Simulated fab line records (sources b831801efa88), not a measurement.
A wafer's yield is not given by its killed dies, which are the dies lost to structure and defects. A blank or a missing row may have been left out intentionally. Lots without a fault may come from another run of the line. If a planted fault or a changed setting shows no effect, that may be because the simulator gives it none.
Struck lot and sound lot, side by side || flow sky130 || 16 steps out of a route of 708
Sound: wafers L118.1, L118.2, L118.5. Struck: wafer L122.2 (left out: L122.3, L122.4 of the same lot, which were not struck); the cause appears at the end.
Order at every step that has rows: each side's tool, ch and its chambers, its first start. Under that, the readings that differ: sound wafers || struck wafers || difference of the means || sigmas: that difference in standard deviations of wafers without a fault.
alike: readings with means less than 2 such deviations apart, plus words and numbers identical on both sides. not compared: withheld readings, readings lacking a value on some wafer, bounds such as >300 that could conceal the same value, and numbers that have no deviation in the record and whose values overlap.
Wherever a step has rows on one side only, a row that says differs or no value, or a row with sigmas, the two part there. When numbers do not overlap yet have no deviation, they are printed without sigmas and do not part them. Lack of a reading on every wafer of one side parts them only where that side has two or more wafers.

SKY_LI_CONTACT_CMP_02: polishes PSG.
  sound on cmp-01 ch 0,1, day 30 07:34; struck on cmp-01 ch 3, day 31 18:16
  alike: motor current A, time to endpoint s
SKY_LI_CONTACT_BOW_MEAS_03:
  sound: film metro-02 at day 30 07:52; struck: film metro-01 at day 31 18:35
  alike: LI_CONTACT_BOW
then, 8 steps without rows for these wafers: SKY_LI_CONTACT_DEHYDRATE_04 (time 60 s); SKY_LI_CONTACT_HMDS_05 (prime time 60 s); SKY_LI_CONTACT_COAT_06 (resist thk 60 nm); SKY_LI_CONTACT_COAT_07 (resist thk 450 nm); SKY_LI_CONTACT_SOFTBAKE_08 (time 90 s); SKY_LI_CONTACT_EXPOSE_09 (exposes mask LICM1, target cd 170 nm); SKY_LI_CONTACT_PEB_10; SKY_LI_CONTACT_DEVELOP_11 (develop time 60 s).
SKY_LI_CONTACT_CD_MEAS_12: target cd 170 nm.
  sound: cd sem-01 at day 31 12:13; struck: cd sem-02 at day 32 22:46
  alike: cd nm
SKY_LI_CONTACT_OVL_MEAS_13:
  sound: overlay-01 at day 31 12:20; struck: overlay-02 at day 32 22:53
  alike: LI_CONTACT_OVL
SKY_LI_CONTACT_ETCH_14: etches BARC in N2/H2, stops on SiO2, time 45.9 s, target depth 60 nm.
  sound on rie diel-01 ch 0,2, day 31 12:22; struck on rie diel-01 ch 2, day 32 22:55
{"reading": "oes product au (a.u.)", "sound": "0.848 0.850 0.852", "struck": 0.999, "difference": "+0.149", "sigmas": "+37"}
{"reading": "run length s (s)", "sound": "73.7 74.0 73.6", "struck": 66.8, "difference": -7.0, "sigmas": -21}
{"reading": "model.KrF-thick_of_LI_CONTACT_COAT_07.thk nm (nm)", "sound": "391.9 393 393.2", "struck": 401.3, "difference": "+8.6", "sigmas": ""}
  alike: drypump motor current A, n2 flow sccm, throttle valve pct
  not compared: bias w, rf hours counter h
SKY_LI_CONTACT_ETCH_15: etches PSG in C4F8/O2/Ar, stops on Si, target depth 600 nm.
  sound on rie diel-01 ch 0,2, day 31 12:25; struck on rie diel-01 ch 2, day 32 22:57
{"reading": "model.KrF-thick_of_LI_CONTACT_COAT_07.thk nm (nm)", "sound": "229 233.4 230", "struck": 237.6, "difference": "+6.8", "sigmas": ""}
  alike: bias w, oes product au
SKY_LI_CONTACT_STRIP_16: strips in O2/N2.
  sound on plasma asher-02 ch 0,1, day 31 12:29; struck on plasma asher-02 ch 1, day 32 23:02
{"reading": "oes product au (a.u.)", "sound": "0.371 0.370 0.376", "struck": 0.382, "difference": "+0.010", "sigmas": "+2"}
{"reading": "strip time to endpoint s (s)", "sound": "3.463 3.516 3.472", "struck": 3.556, "difference": "+0.072", "sigmas": "+3"}
  alike: drypump motor current A, n2 flow sccm
  not compared: rf hours counter h
next, for these wafers, 1 step has no rows: SKY_PAD_OPEN_PROBE_99.

== WHERE THEY PART ==
At SKY_LI_CONTACT_ETCH_14 first; at SKY_LI_CONTACT_STRIP_16 last (within this record only).

WHY: what had been put in by the simulator
rie diel-01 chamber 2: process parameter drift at SKY_LI_CONTACT_ETCH_14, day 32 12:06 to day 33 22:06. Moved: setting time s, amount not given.
